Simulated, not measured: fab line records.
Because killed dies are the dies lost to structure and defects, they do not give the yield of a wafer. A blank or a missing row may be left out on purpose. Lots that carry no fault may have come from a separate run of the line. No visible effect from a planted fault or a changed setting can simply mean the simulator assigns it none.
Struck lot and sound lot, side by side -- flow sky130 -- 31 out of 708 route steps
Sound: wafers L808.2, L808.4, L808.5. Wafers L817.2, L817.4, L817.5 were the ones struck. Last of all comes the cause.
Per side, at each step with rows, come the tool, then ch with its chambers, and then its first start. Under that, the readings that differ: sound wafers -- struck wafers -- difference of the means -- sigmas: that difference in standard deviations of wafers without a fault.
alike: same words and numbers on both sides, and readings whose means sit less than 2 such deviations apart. not compared: any withheld reading, any reading some wafer has no value for, any bound like >300 that may hide the same value, and any number with overlapping values for which the record gives no deviation.
Wherever a step has rows on one side only, a row that says differs or no value, or a row with sigmas, the two part there. Numbers that have no deviation but don't overlap get no sigmas and don't part them. Lack of a reading on every wafer of one side parts them only where that side has two or more wafers.

first, 1 step without rows for these wafers: SKY_FIELD_ISO_ANNEAL_26 (time 1800 s).
SKY_FIELD_ISO_CMP_27: polishes, stops on Si3N4, t overpolish 16 s, target thk 457.8 nm.
  sound on cmp-01 ch 0,1,2, day 2 20:05; struck on cmp-01 ch 1,2,3, day 4 22:55
  alike: motorCurrentA, overpolishRunS, timeToEndpointS
then, 5 steps without rows for these wafers: SKY_FIELD_ISO_WET_ETCH_28 (etches SiO2 in dHF, target depth 23.7 nm, time 47 s); SKY_FIELD_ISO_WET_ETCH_29 (etches Si3N4 in H3PO4, target depth 160 nm, time 1825 s); SKY_FIELD_ISO_WET_ETCH_30 (etches SiO2 in dHF, target depth 25 nm, time 50 s); SKY_NWELL_CLEAN_00 (cleans in SC1/SC2, time 150 s); SKY_NWELL_OXIDATION_01 (stabilise 600 s, purge 300 s, target thk 10 nm).
SKY_NWELL_THK_MEAS_02:
  sound on filmMetro-03, day 2 22:45; struck on filmMetro-03, day 5 03:11
  alike: NWELL_OXIDATION_THK
then, 4 steps without rows for these wafers: SKY_DNWELL_DEHYDRATE_00 (time 60 s); SKY_DNWELL_HMDS_01 (prime time 60 s); SKY_DNWELL_COAT_02 (resist thk 3000 nm); SKY_DNWELL_SOFTBAKE_03.
SKY_DNWELL_EXPOSE_04: exposes mask DNM, target cd 3000 nm.
  sound on ilineStepper-02 ch 0, day 3 07:07; struck on ilineStepper-02 ch 0, day 5 12:02
reading,sound,struck,difference,sigmas
mask,DNM#0 DNM#0 DNM#0,PWDEM#0 PWDEM#0 PWDEM#0,differs,
focusOffsetNm (nm),-1.2 -1.3 -0.4,0.5 0.0 0.0,+1.1,+2
  alike: reticleTempC
then, 3 steps without rows for these wafers: SKY_DNWELL_PEB_05; SKY_DNWELL_DEVELOP_06 (develop time 60 s); SKY_DNWELL_IMPLANT_07.
SKY_DNWELL_STRIP_08: strips in O2/N2.
  sound on plasmaAsher-04 ch 0,1, day 3 15:13; struck on plasmaAsher-02 ch 0,1, day 5 20:46
reading,sound,struck,difference,sigmas
stripTimeToEndpointS (s),36.75 36.72 36.72,37.14 37.21 37.15,+0.44,+4
  alike: drypumpMotorCurrentA, oesProductAu
  not compared: rfHoursCounterH
SKY_DNWELL_TW_MEAS_09:
  sound on filmMetro-01, day 3 15:20; struck on filmMetro-02, day 5 20:53
reading,sound,struck,difference,sigmas
DNWELL_TW,1112 1111 1116,30 30 30,-1083,-99 or more
then, 7 steps without rows for these wafers: SKY_PWDE_DEHYDRATE_00 (time 60 s); SKY_PWDE_HMDS_01 (prime time 60 s); SKY_PWDE_COAT_02 (resist thk 3000 nm); SKY_PWDE_SOFTBAKE_03; SKY_PWDE_EXPOSE_04 (exposes mask PWDEM, target cd 840 nm); SKY_PWDE_PEB_05; SKY_PWDE_DEVELOP_06 (develop time 60 s).
SKY_PWDE_OVL_MEAS_07:
  sound on overlay-02, day 4 07:03; struck on overlay-02, day 6 15:12
  alike: PWDE_OVL
next, for these wafers, 1 step has no rows: SKY_PWDE_IMPLANT_08.
SKY_PWDE_STRIP_09: strips in O2/N2.
  sound on plasmaAsher-02 ch 0,1, day 4 07:14; struck on plasmaAsher-03 ch 0,1, day 6 15:23
reading,sound,struck,difference,sigmas
drypumpMotorCurrentA (A),5.1 5.0 5.1,5.5 6.3 6.4,+1.0,+2
  alike: oesProductAu, stripTimeToEndpointS
  not compared: rfHoursCounterH
SKY_PWDE_TW_MEAS_10:
  sound on filmMetro-03, day 4 07:20; struck on filmMetro-03, day 6 15:29
reading,sound,struck,difference,sigmas
PWDE_TW,371.3 370.0 368.8,1117.7 1123.5 1126.9,+752.7,+99 or more
then, 1 step without rows for these wafers: SKY_NWELL_DEHYDRATE_03 (time 60 s).
-- the record jumps here: 42 days lie between the struck wafers' starts before and after (it left off in module NWELL and takes up again in module PAD_OPEN, whose first step shown is number 708 of the route) --
SKY_PAD_OPEN_PROBE_99:
  record: rows for the struck wafers here (prober-02, day 48 17:34), none for the sound ones

== WHERE THEY PART ==
Earliest at SKY_DNWELL_EXPOSE_04; latest, in this record, at SKY_PAD_OPEN_PROBE_99.

WHY: what had been put in by the simulator
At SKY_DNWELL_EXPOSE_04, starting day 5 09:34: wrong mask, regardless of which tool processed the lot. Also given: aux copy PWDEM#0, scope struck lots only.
